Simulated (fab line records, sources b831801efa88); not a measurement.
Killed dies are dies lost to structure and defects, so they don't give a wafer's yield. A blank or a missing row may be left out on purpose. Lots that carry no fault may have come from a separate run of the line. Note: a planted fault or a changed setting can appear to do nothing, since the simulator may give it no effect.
Which tool did it?	flow sky130	24 lots, 72 wafers sampled, at 5 steps of a route of 708

## WHAT THE GAUGES SHOWED, per wafer
SKY_PWDE_TW_MEAS_10. Usual: PWDE_TW typically reads 377, with standard deviation 4.9.
lot	measured	on	PWDE_TW	flag
L074	day 3 16:47	filmMetro-01	381 381 380	
L076	day 4 12:59	filmMetro-01	382 383 384	
L075	day 4 13:03	filmMetro-03	366 369 370	
L077	day 4 19:26	filmMetro-01	380 378 382	
L078	day 4 19:20	filmMetro-02	374 376 377	
L079	day 4 23:41	filmMetro-02	376 376 378	
L080	day 5 07:26	filmMetro-02	375 377 376	
L081	day 5 12:26	filmMetro-02	376 375 375	
L082	day 5 16:53	filmMetro-03	369 367 369	
L083	day 5 23:44	filmMetro-02	377 377 376	
L084	day 6 04:50	filmMetro-01	384 381 380	
L085	day 6 11:30	filmMetro-01	385 382 383	
L086	day 6 13:16	filmMetro-03	368 369 368	
L087	day 6 17:43	filmMetro-01	379 382 383	
L088	day 7 04:05	filmMetro-01	381 379 381	
L089	day 8 03:50	filmMetro-03	370 370 369	
L090	day 8 03:46	filmMetro-02	377 379 377	
L091	day 8 04:30	filmMetro-01	382 384 380	
L093	day 8 10:47	filmMetro-02	379 378 377	
L092	day 8 11:19	filmMetro-02	376 378 379	
L094	day 8 12:23	filmMetro-01	382 382 381	
L095	day 9 01:04	filmMetro-01	381 380 381	
L096	day 9 00:43	filmMetro-02	378 378 375	
L097	day 9 12:47	filmMetro-03	370 371 370	

SKY_NWELL_TW_MEAS_26. Usual: NWELL_2_TW typically reads 500, with standard deviation 7.
lot	measured	on	NWELL_2_TW	flag
L074	day 5 03:44	filmMetro-01	511 512 513	
L076	day 6 01:35	filmMetro-02	502 500 499	
L075	day 6 01:51	filmMetro-02	503 503 503	
L077	day 6 08:25	filmMetro-01	508 509 505	
L078	day 6 08:11	filmMetro-03	490 488 489	
L079	day 6 12:14	filmMetro-03	489 489 490	
L080	day 6 18:11	filmMetro-02	500 498 501	
L081	day 7 00:08	filmMetro-02	503 503 504	
L082	day 7 06:31	filmMetro-01	504 504 503	
L083	day 7 14:03	filmMetro-01	504 503 504	
L084	day 7 18:25	filmMetro-01	504 508 504	
L085	day 8 03:22	filmMetro-02	501 501 505	
L086	day 8 05:18	filmMetro-02	502 502 500	
L087	day 8 11:08	filmMetro-03	489 490 489	
L088	day 8 20:27	filmMetro-03	488 487 487	
L089	day 9 23:17	filmMetro-02	498 500 497	
L090	day 9 22:17	filmMetro-03	487 491 490	
L091	day 10 00:40	filmMetro-02	499 502 499	
L093	day 10 06:49	filmMetro-01	505 505 505	
L092	day 10 08:17	filmMetro-03	491 492 492	
L094	day 10 09:00	filmMetro-01	506 506 506	
L095	day 10 21:15	filmMetro-02	501 501 500	
L096	day 10 20:56	filmMetro-03	489 492 490	
L097	day 11 09:38	filmMetro-01	507 508 506	

SKY_METAL2_RS_MEAS_05: uses a four-point probe to measure. Usual: METAL2_ALCU_RS typically reads 0.1267 ohm/sq, with standard deviation 0.0014.
lot	measured	on	METAL2_ALCU_RS (ohm/sq)	flag
L074	day 33 12:38	filmMetro-02	0.1233 0.1239 0.1238	
L076	day 34 12:51	filmMetro-02	0.1281 0.1271 0.1277	
L075	day 34 19:18	filmMetro-02	0.1271 0.1276 0.1271	
L077	day 35 06:12	filmMetro-01	0.1248 0.1253 0.1247	
L078	day 35 01:05	filmMetro-04	0.1276 0.1261 0.1262	
L079	day 35 16:13	filmMetro-04	0.1259 0.1249 0.1257	
L080	day 35 17:51	filmMetro-01	0.1254 0.1269 0.1257	
L081	day 35 22:49	filmMetro-02	0.1276 0.1298 0.1289	
L082	day 36 07:27	filmMetro-04	0.1285 0.1271 0.1270	
L083	day 36 12:47	filmMetro-01	0.1268 0.1264 0.1281	
L084	day 37 08:05	filmMetro-02	0.1242 0.1250 0.1267	
L085	day 37 08:50	filmMetro-04	0.1275 0.1256 0.1270	
L086	day 37 09:04	filmMetro-02	0.1268 0.1283 0.1270	
L087	day 37 14:51	filmMetro-02	0.1285 0.1280 0.1294	
L088	day 38 01:19	filmMetro-01	0.1257 0.1259 0.1264	
L089	day 39 08:09	filmMetro-04	0.1255 0.1256 0.1275	
L090	day 39 07:12	filmMetro-02	0.1274 0.1251 0.1252	
L091	day 39 14:55	filmMetro-02	0.1270 0.1255 0.1267	
L093	day 39 21:44	filmMetro-02	0.1269 0.1297 0.1288	
L092	day 39 23:33	filmMetro-02	0.1282 0.1291 0.1283	
L094	day 39 22:24	filmMetro-04	0.1278 0.1265 0.1247	
L095	day 40 13:05	filmMetro-04	0.1259 0.1254 0.1259	
L096	day 40 11:18	filmMetro-01	0.1300 0.1281 0.1293	
L097	day 41 01:43	filmMetro-02	0.1276 0.1276 0.1264	

SKY_METAL2_THK_MEAS_06: measures by xrf. Usual: METAL2_ALCU_THK typically reads 248 nm, with standard deviation 3.1.
lot	measured	on	METAL2_ALCU_THK (nm)	flag
L074	day 33 12:44	filmMetro-02	254 255 254	
L076	day 34 12:58	filmMetro-02	245 246 247	
L075	day 34 19:24	filmMetro-02	247 245 246	
L077	day 35 06:19	filmMetro-01	253 250 253	
L078	day 35 01:13	filmMetro-04	248 250 249	
L079	day 35 16:20	filmMetro-04	249 254 251	
L080	day 35 17:58	filmMetro-01	252 248 249	
L081	day 35 22:56	filmMetro-02	249 242 244	
L082	day 36 07:34	filmMetro-04	245 245 249	
L083	day 36 12:53	filmMetro-01	250 248 247	
L084	day 37 08:12	filmMetro-02	252 250 247	
L085	day 37 08:56	filmMetro-04	248 250 247	
L086	day 37 09:11	filmMetro-02	247 243 247	
L087	day 37 14:58	filmMetro-02	244 246 242	
L088	day 38 01:25	filmMetro-01	250 249 250	
L089	day 39 08:16	filmMetro-04	252 251 248	
L090	day 39 07:19	filmMetro-02	247 251 250	
L091	day 39 15:00	filmMetro-02	248 250 248	
L093	day 39 21:52	filmMetro-02	247 244 243	
L092	day 39 23:40	filmMetro-02	243 243 244	
L094	day 39 22:30	filmMetro-04	249 250 252	
L095	day 40 13:13	filmMetro-04	250 250 251	
L096	day 40 11:25	filmMetro-01	243 247 244	
L097	day 41 01:50	filmMetro-02	245 245 251	

## EACH LOT AND THE TOOL THAT RAN IT (in order: tool; ch and the chambers of the sampled wafers; start)
lot	SKY_FIELD_ISO_CMP_27
L074	cmp-02 ch 1,2,3, day 2 08:28
L076	cmp-02 ch 0,3, day 2 23:15
L075	cmp-01 ch 0,2,3, day 2 23:21
L077	cmp-02 ch 0,1, day 3 04:55
L078	cmp-02 ch 0,1,3, day 3 06:28
L079	cmp-01 ch 0,1,3, day 3 10:20
L080	cmp-02 ch 0,1,3, day 3 17:40
L081	cmp-01 ch 2,3, day 3 22:04
L082	cmp-01 ch 0,2,3, day 4 02:30
L083	cmp-02 ch 0,1,3, day 4 07:33
L084	cmp-02 ch 0,3, day 4 14:07
L085	cmp-02 ch 2,3, day 4 21:00
L086	cmp-01 ch 0,2,3, day 4 23:52
L087	cmp-02 ch 0,2,3, day 5 03:37
L088	cmp-02 ch 1,2,3, day 5 08:58
L089	cmp-01 ch 0,1,2, day 6 03:44
L090	cmp-02 ch 1,2, day 6 09:21
L091	cmp-01 ch 0,3, day 6 09:21
L093	cmp-01 ch 0,2,3, day 6 15:54
L092	cmp-02 ch 0,3, day 6 15:58
L094	cmp-01 ch 0,1,2, day 6 17:30
L095	cmp-01 ch 1,2,3, day 7 04:13
L096	cmp-01 ch 0,2,3, day 7 05:27
L097	cmp-01 ch 2,3, day 7 15:14
- SKY_FIELD_ISO_CMP_27: polishes, stops on Si3N4, t overpolish 16 s, target thk 457.8 nm.

## AS READ BY THE TOOLS THEMSELVES (means over the sampled wafers that have a number; for cases with no such wafer, the mark the record gives instead)
SKY_FIELD_ISO_CMP_27. Usual: motorCurrentA 12.3 A, standard deviation 1; overpolishRunS 16.001 s, standard deviation 0.0096; timeToEndpointS 112 s, standard deviation 4.2.
lot	tool	motorCurrentA (A)	overpolishRunS (s)	timeToEndpointS (s)	flag
L074	cmp-02	12.1	16.000	115	
L076	cmp-02	11.7	15.998	107	
L075	cmp-01	12.4	16.011	115	
L077	cmp-02	11.5	15.994	107	
L078	cmp-02	11.8	16.002	107	
L079	cmp-01	11.9	16.007	113	
L080	cmp-02	11.7	16.002	110	
L081	cmp-01	13.0	15.995	110	
L082	cmp-01	12.4	16.003	110	
L083	cmp-02	12.3	16.000	113	
L084	cmp-02	11.8	15.996	114	
L085	cmp-02	11.7	16.010	115	
L086	cmp-01	12.4	16.008	114	
L087	cmp-02	11.9	16.003	118	
L088	cmp-02	12.2	15.993	118	
L089	cmp-01	13.3	15.999	114	
L090	cmp-02	11.6	16.004	115	
L091	cmp-01	11.6	16.006	109	
L093	cmp-01	12.3	15.996	113	
L092	cmp-02	12.6	16.004	110	
L094	cmp-01	12.8	15.994	114	
L095	cmp-01	12.6	15.991	111	
L096	cmp-01	12.4	16.003	110	
L097	cmp-01	12.7	15.994	109	

## THE ANSWER, worked out from the rows above alone
Rule: a lot is off if the mean of its wafers that have a number lies more than 3 standard deviations from the usual mean. Also off: a lot with no number at a reading for which 4 or more lots have one. Where the step has rows for the other lots, those lots are counted as sound. The gauges are gone through in route order, then the tools' own readings, and for those a lot's mean is taken as printed above. The first step at which some lot is off is used, and at that step the reading that is off furthest; a lot without a number counts as furthest.
Across all readings shown, no lot is off: no conclusion can be drawn from this.

## WHAT HAD BEEN PUT IN BY THE SIMULATOR
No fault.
